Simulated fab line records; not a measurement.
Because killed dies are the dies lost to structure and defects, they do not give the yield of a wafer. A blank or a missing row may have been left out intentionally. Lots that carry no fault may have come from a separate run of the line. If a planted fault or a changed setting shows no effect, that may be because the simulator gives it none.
What tool caused it? :: flow gf180mcu :: Sampling: 6 lots, 18 wafers, 3 of 602 route steps

WHAT THE GAUGES READ, wafer by wafer
GF_NWELL_OVL_MEAS_07.
lot: L913
measured: day 3 13:18
on: overlay-02
NWELL_OVL (nm): 0.1 -1.3 0.1

lot: L922
measured: day 5 14:55
on: overlay-02
NWELL_OVL (nm): - 1.3 0.4

lot: L927
measured: day 6 18:46
on: overlay-01
NWELL_OVL (nm): 0.7 -0.1 1.8

lot: L929
measured: day 7 06:49
on: overlay-01
NWELL_OVL (nm): -1.3 -1.2 -0.1

lot: L932
measured: day 7 21:25
on: overlay-01
NWELL_OVL (nm): -0.6 0.0 -1.5

lot: L934
measured: day 8 07:19
on: overlay-02
NWELL_OVL (nm): 1.2 -3.5 -3.4

TOOL THAT RAN EACH LOT (tool first, then ch and the chambers of the sampled wafers, then the start)
lot: L913
GF_STI_CMP_25: cmp-01 ch 1,2, day 2 09:22
GF_NWELL_DEVELOP_06: litho_track-02 ch 0, day 3 13:00

lot: L922
GF_STI_CMP_25: cmp-01 ch 0,2,3, day 4 06:54
GF_NWELL_DEVELOP_06: litho_track-04 ch 0, day 5 14:00

lot: L927
GF_STI_CMP_25: cmp-01 ch 0,1,2, day 5 10:59
GF_NWELL_DEVELOP_06: litho_track-02 ch 0, day 6 18:00

lot: L929
GF_STI_CMP_25: cmp-02 ch 0,1, day 5 19:43
GF_NWELL_DEVELOP_06: litho_track-01 ch 0, day 7 06:00

lot: L932
GF_STI_CMP_25: cmp-02 ch 1,2, day 6 12:00
GF_NWELL_DEVELOP_06: litho_track-01 ch 0, day 7 21:00

lot: L934
GF_STI_CMP_25: cmp-01 ch 0,1,2, day 6 21:13
GF_NWELL_DEVELOP_06: litho_track-01 ch 0, day 8 07:00
- GF_STI_CMP_25: polishes, stops on Si3N4, t overpolish 33 s, target thk 524.6 nm.
- GF_NWELL_DEVELOP_06: develop time 60 s.

THE ANSWER, worked out from the rows above alone
Rule: the lots themselves supply what counts as usual. The widest of any qualifying gaps counts: lots, ordered by their means at a reading, are off when they make up no more than a third of the lots, leave a main group of 4 or more, and stand apart from it by 3 or more times the standard deviation of that group's means. The tables above print the reading to a certain number of digits; a main group whose means all agree to those digits is not used. Also off: a lot with no number at a reading for which 4 or more lots have one. Any other lot the step has rows for is counted as sound.
Nothing can be told from this: no lot is off at any reading shown.

WHAT THE SIMULATOR PUT IN
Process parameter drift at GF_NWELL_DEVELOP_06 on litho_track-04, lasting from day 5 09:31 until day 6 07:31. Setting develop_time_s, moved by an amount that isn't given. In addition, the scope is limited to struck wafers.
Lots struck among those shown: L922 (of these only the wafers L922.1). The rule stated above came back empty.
